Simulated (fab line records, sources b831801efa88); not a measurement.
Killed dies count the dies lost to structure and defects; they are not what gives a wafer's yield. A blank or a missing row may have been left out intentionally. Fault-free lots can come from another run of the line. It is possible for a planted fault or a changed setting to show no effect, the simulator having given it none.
Which tool is to blame? ; flow sky130 ; 7 lots with 21 wafers sampled at 2 steps, on a route of 708 steps

== WHAT THE GAUGES READ, wafer by wafer ==
SKY_SONOS_ONO_CD_MEAS_13: target cd 410 nm.
lot;measured;on;cdNm (nm)
L795;day 13 12:08;cdSem-01;410.3 411.6 409.9
L798;day 14 07:50;cdSem-02;408.3 409.1 407.8
L804;day 17 08:02;cdSem-02;406.8 407.0 406.9
L810;day 19 00:28;cdSem-01;411.9 411.9 412.4
L812;day 19 05:46;cdSem-01;410.4 410.6 410.2
L814;day 20 14:36;cdSem-02;406.8 405.0 405.0
L816;day 20 19:53;cdSem-01;408.9 407.8 411.4

== TOOL THAT RAN EACH LOT (tool first, then ch and the chambers of the sampled wafers, then the start) ==
lot;SKY_DNWELL_STRIP_08
L795;plasmaAsher-01 ch 0,1, day 3 16:37
L798;plasmaAsher-03 ch 0,1, day 4 07:10
L804;plasmaAsher-01 ch 0,1, day 5 14:30
L810;plasmaAsher-02 ch 0,1, day 7 02:07
L812;plasmaAsher-01 ch 0,1, day 7 12:47
L814;plasmaAsher-03 ch 0,1, day 7 22:01
L816;plasmaAsher-01 ch 0,1, day 8 12:37
- SKY_DNWELL_STRIP_08: strips in O2/N2.

== THE ANSWER, worked out from the rows above alone ==
Rule: the lots themselves supply what counts as usual. Put in order of their means at a reading, lots are off if they are a third of the lots or fewer, leave a main group of 4 or more, and stand apart from it by a gap of 3 or more times the standard deviation of the main group's means; of several such gaps the widest counts. Not used: any main group whose means are identical at the precision the tables above print for the reading. Also off: a lot with no number at a reading for which 4 or more lots have one. Where the step has rows for the other lots, those lots are counted as sound.
Nothing can be told from this: no lot is off at any reading shown.

== WHAT THE SIMULATOR HAD INSERTED ==
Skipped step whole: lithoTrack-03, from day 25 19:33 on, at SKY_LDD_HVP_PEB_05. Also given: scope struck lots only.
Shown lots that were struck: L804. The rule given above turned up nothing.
